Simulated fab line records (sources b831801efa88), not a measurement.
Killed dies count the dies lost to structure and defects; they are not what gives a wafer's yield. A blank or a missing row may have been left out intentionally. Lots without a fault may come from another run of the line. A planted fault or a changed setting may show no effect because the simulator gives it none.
Struck lot and sound lot, side by side | flow sfq-line | 41 steps out of a route of 325
Sound: these wafers, L655.1, L655.2, L655.3. Struck: wafer L665.2 (left out: L665.1, L665.5 of the same lot, which were not struck); the cause appears at the end.
For every step that has rows: the tool of each side, followed by ch and its chambers, followed by its first start. Under that, the readings that differ: sound wafers | struck wafers | difference of the means | sigmas: that difference in standard deviations of wafers without a fault.
alike: words and numbers the same on both sides, and readings whose means are apart by under 2 such deviations; not compared: readings that were withheld, readings missing a value for some wafer, numbers with overlapping values and no deviation given by the record, and bounds like >300 which may hide the same value.
A row with sigmas, a row that says differs or no value, or rows on one side alone: a step with any of these is where the two part. Non-overlapping numbers with no deviation appear without sigmas and do not part them. A reading that every wafer of one side lacks parts them only if that side has two wafers or more.

first, 6 steps without rows for these wafers: SFQ_TRILAYER_M7_LITHO_COAT_182 (resist thk 62 nm); SFQ_TRILAYER_M7_LITHO_COAT_177 (resist thk 600 nm); SFQ_TRILAYER_M7_LITHO_SOFTBAKE_181; SFQ_TRILAYER_M7_LITHO_EXPOSE_178 (exposes mask M7, target cd 500 nm); SFQ_TRILAYER_M7_LITHO_PEB_180 (peb time 60 s); SFQ_TRILAYER_M7_LITHO_DEVELOP_179 (time 60 s).
SFQ_M7_OVL_MEAS_945:
  struck on overlay-02, day 82 02:11; sound on overlay-02, day 79 22:46
  alike: M7_OVL
SFQ_TRILAYER_M7_BARC_OPEN_METAL_ETCH_229: etches BARC in O2, target depth 125 nm, time 41.7 s.
  sound on rie-metal-03 ch 0,1, day 79 22:48; struck on rie-metal-02 ch 0, day 82 02:14
  alike: drypump-motor-current-A, oes-product-au
  not compared: rf-hours-counter-h
SFQ_TRILAYER_M7_ETCH_METAL_ETCH_180: etches Nb in Cl2/Ar, stops on SiO2, target depth 240 nm, time 120 s.
  sound on rie-metal-03 ch 0,1, day 79 22:52; struck on rie-metal-02 ch 0, day 82 02:17
  alike: drypump-motor-current-A, oes-product-au
  not compared: rf-hours-counter-h
SFQ_TRILAYER_M7_STRIP_STRIP_181: strips in O2.
  sound on rie-metal-03 ch 0,1, day 79 22:59; struck on rie-metal-02 ch 0, day 82 02:25
  alike: drypump-motor-current-A, oes-product-au
  not compared: rf-hours-counter-h
then, 1 step without rows for these wafers: SFQ_TRILAYER_M7_STRIP_SOLV_CLEAN_182 (cleans in NMP, time 600 s).
SFQ_TRILAYER_I7_DEP_PECVD_183: deposits SiO2 from SiH4/N2O, time 111.11 s, target thk 500 nm.
  sound on pecvd-01 ch 0,1,2, day 79 23:46; struck on pecvd-04 ch 0, day 82 03:11
  alike: heater-power-w, throttle-valve-pct
SFQ_TRILAYER_I7_CMP_CMP_184: polishes SiO2.
  sound on cmp-02 ch 0,2,3, day 80 00:20; struck on cmp-01 ch 3, day 82 06:17
  reading                                             | sound             | struck | difference | sigmas
  time-to-endpoint-s (s)                              | 213 215 213       | 281    | +67        | +11
  model.SiO2_of_TRILAYER_I7_DEP_PECVD_183.thk-nm (nm) | 200.1 199.2 198.4 | 305.9  | +106.7     |
  alike: motor-current-A
SFQ_I7_BOW_MEAS_946:
  struck on film-metro-03, day 82 07:47; sound on film-metro-03, day 80 02:50
  alike: I7_BOW
SFQ_TRILAYER_I7_METRO_MEASURE_185:
  struck on film-metro-03, day 82 07:54; sound on film-metro-03, day 80 02:58
  reading     | sound             | struck | difference | sigmas
  thk-nm (nm) | 200.1 199.3 198.3 | 305.9  | +106.7     | +99 or more
then, 6 steps without rows for these wafers: SFQ_TRILAYER_I7_VIA_LITHO_COAT_192 (resist thk 62 nm); SFQ_TRILAYER_I7_VIA_LITHO_COAT_187 (resist thk 650 nm); SFQ_TRILAYER_I7_VIA_LITHO_SOFTBAKE_191; SFQ_TRILAYER_I7_VIA_LITHO_EXPOSE_188 (exposes mask I7, target cd 1000 nm); SFQ_TRILAYER_I7_VIA_LITHO_PEB_190 (peb time 60 s); SFQ_TRILAYER_I7_VIA_LITHO_DEVELOP_189 (time 60 s).
-- the record jumps here: 4 days lie between the struck wafers' starts before and after --
SFQ_I7_OVL_MEAS_947:
  struck on overlay-01, day 86 07:22; sound on overlay-01, day 83 19:40
  alike: I7_OVL
SFQ_TRILAYER_I7_VIA_BARC_OPEN_VIA_ETCH_260: etches BARC in O2, target depth 125 nm, time 41.7 s.
  sound on rie-diel-01 ch 1,2,3, day 83 19:42; struck on rie-diel-04 ch 0, day 86 07:24
  alike: drypump-motor-current-A, oes-product-au
  not compared: rf-hours-counter-h
SFQ_TRILAYER_I7_VIA_ETCH_VIA_ETCH_190: etches SiO2 in CHF3, stops on Nb, target depth 260 nm.
  sound on rie-diel-01 ch 1,2,3, day 83 19:44; struck on rie-diel-04 ch 0, day 86 07:26
  reading                        | sound             | struck | difference | sigmas
  oes-product-au (a.u.)          | 0.861 0.863 0.846 | 0.999  | +0.142     | +27
  model.I7.feature-depth-nm (nm) | 200.1 199.2 198.4 | 258.3  | +59.1      |
  model.etch.depth-nm (nm)       | 200.1 199.2 198.4 | 258.3  | +59.1      |
  alike: drypump-motor-current-A
then, 9 steps without rows for these wafers: SFQ_TRILAYER_I7_VIA_STRIP_STRIP_191 (strips in O2); SFQ_TRILAYER_I7_VIA_STRIP_SOLV_CLEAN_192 (cleans in NMP, time 600 s); SFQ_TRILAYER_M8_LITHO_LOR_COAT_197; SFQ_TRILAYER_M8_LITHO_LOR_BAKE_198; SFQ_TRILAYER_M8_LITHO_COAT_193 (resist thk 600 nm); SFQ_TRILAYER_M8_LITHO_SOFTBAKE_199; SFQ_TRILAYER_M8_LITHO_EXPOSE_194 (exposes mask M8, target cd 2000 nm); SFQ_TRILAYER_M8_LITHO_PEB_196 (peb time 60 s); SFQ_TRILAYER_M8_LITHO_DEVELOP_195 (img clear 15 s, time 55 s).
-- the record jumps here: 4 days lie between the struck wafers' starts before and after --
SFQ_M8_OVL_MEAS_948:
  struck on overlay-02, day 90 04:40; sound on overlay-02, day 84 01:13
  reading     | sound    | struck | difference | sigmas
  M8_OVL (nm) | -8 -2 -2 | 6      | +10        | +2
then, 3 steps without rows for these wafers: SFQ_TRILAYER_M8_DEP_EVAP_197 (material Ti, target thk 20 nm, time 100 s); SFQ_TRILAYER_M8_DEP_EVAP_198 (material Pt, target thk 50 nm, time 250 s); SFQ_TRILAYER_M8_DEP_EVAP_196 (material Au, target thk 180 nm, time 900 s).
SFQ_M8_RS_MEAS_949: a four-point-probe measurement.
  struck on film-metro-04, day 90 05:26; sound on film-metro-02, day 84 01:59
  alike: M8_AU_RS
SFQ_M8_THK_MEAS_950: measures by xrf.
  struck on film-metro-04, day 90 05:34; sound on film-metro-02, day 84 02:07
  reading        | sound             | struck | difference | sigmas
  M8_AU_THK (nm) | 185.5 188.2 186.8 | 182.7  | -4.1       | -2
then, 1 step without rows for these wafers: SFQ_TRILAYER_M8_LIFTOFF_LIFTOFF_197 (chemistry NMP, time 600 s).
SFQ_M8_BOW_MEAS_951:
  struck on film-metro-02, day 90 05:48; sound on film-metro-04, day 84 02:21
  reading                 | sound             | struck | difference | sigmas
  model.etest.i7.link-ohm | 1.053 1.044 1.053 | 1e+06  | +1e+06     |
  alike: M8_BOW

WHERE THEY PART
Earliest at SFQ_TRILAYER_I7_CMP_CMP_184; latest, in this record, at SFQ_M8_THK_MEAS_950. Later steps at which nothing parts them and some readings are alike: SFQ_M8_BOW_MEAS_951.

WHY: whatever the simulator had introduced
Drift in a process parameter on cmp-01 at SFQ_TRILAYER_I7_CMP_CMP_184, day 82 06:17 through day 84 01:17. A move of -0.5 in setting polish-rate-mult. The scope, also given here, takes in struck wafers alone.
